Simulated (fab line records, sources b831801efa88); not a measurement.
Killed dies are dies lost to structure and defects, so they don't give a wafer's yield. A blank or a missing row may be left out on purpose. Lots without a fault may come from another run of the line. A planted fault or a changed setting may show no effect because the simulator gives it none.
Problem report in the 8D (eight disciplines) form, filled by code | flow sky130 | the parts of the form that need people (team, actions taken, sign-off) are left out

1. THE PROBLEM
killed_at_M0_to_M3 at SKY_PAD_OPEN_PROBE_99 reads a mean of 91 on 1 wafer of 1 lot; wafers without a fault read 44 with a standard deviation of 6.7. That is +7.0 standard deviations from the usual mean.
First seen on wafer L113.3, day 48 14:46, on prober-01. The record holds 4 wafers of 2 lots with a number at this step. Rule for "out", or "out of limits": more than 4 standard deviations from the usual mean. The other wafers with a number count as sound.

2. WHAT IT IS AND WHAT IT IS NOT
question                    | is                                             | is not
which readings at this step | killed_at_M0_to_M3, killed_dies, killed_on_rim | killed_at_M4_up, killed_at_contacts, killed_at_front_end, killed_at_other, killed_open, killed_short
which lots                  | L113                                           | L118
which wafers of those lots  | all that have a number                         | -
read on which tools         | prober-01                                      | prober-02
when                        | from day 48 14:46                              | up to then (0 sound wafers); but 3 sound wafers of L118 came after

3. SUSPECTS, AND WHAT RULES EACH OUT
Counting: a tool at a process step up to the reading stays a suspect if it ran every lot that is out and no sound lot after the first of them.
- hdpcvd-02 at SKY_VIA2_HDPCVD_00 (deposits SiO2, target thk 1180 nm, time 196.7 s): kept. It ran the lot that is out, L113 (day 38 19:26), and no sound lot after that.
- plasma_asher-01 at SKY_PASSIVATION_STRIP_12 (strips in O2/N2): kept. It ran the lot that is out, L113 (day 47 16:59), and no sound lot after that.
- prober-01 at SKY_PAD_OPEN_PROBE_99: kept. It ran the lot that is out, L113 (day 48 14:46), and no sound lot after that. Its own readings are out on those wafers: killed_at_M0_to_M3, killed_dies, killed_on_rim.
Left after counting: hdpcvd-02 at SKY_VIA2_HDPCVD_00, plasma_asher-01 at SKY_PASSIVATION_STRIP_12, prober-01 at SKY_PAD_OPEN_PROBE_99.

4. THE CAUSE (what the simulator had put in)
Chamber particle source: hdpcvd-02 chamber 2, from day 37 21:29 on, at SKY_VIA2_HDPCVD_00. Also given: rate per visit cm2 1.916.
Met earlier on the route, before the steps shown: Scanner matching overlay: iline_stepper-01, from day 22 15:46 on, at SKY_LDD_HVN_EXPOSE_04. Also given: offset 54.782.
Counting left 3 suspects, and this tool is among them.

5. THE CHAIN OF EFFECTS, in route order
Each row: a reading whose mean over the struck wafers that have a number lies more than 3 standard deviations from the usual. Only readings for which the record gives a usual standard deviation are gone through. hours: the time from each lot's start at the first step in this table that gives one to its start at this step, as a median over the lots. sigmas: the change in usual standard deviations.
hours | step                  | reading            | usual | on struck wafers | change | sigmas
0     | SKY_PAD_OPEN_PROBE_99 | killed_at_M0_to_M3 | 44    | 91               | +47    | +7.0
0     | SKY_PAD_OPEN_PROBE_99 | killed_dies        | 88    | 133              | +45    | +4.7
0     | SKY_PAD_OPEN_PROBE_99 | killed_on_rim      | 17    | 33               | +16    | +4.2
The process steps in it:
- SKY_PAD_OPEN_PROBE_99

6. WHAT WOULD HAVE CAUGHT IT SOONER
In this record the first reading out of limits was taken at day 48 14:46, 257 hours after the fault began at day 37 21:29.
All the lots that are out (1) had begun SKY_VIA2_HDPCVD_00 on hdpcvd-02 by day 48 14:46. A hold on the tool at that time would have spared none of them.
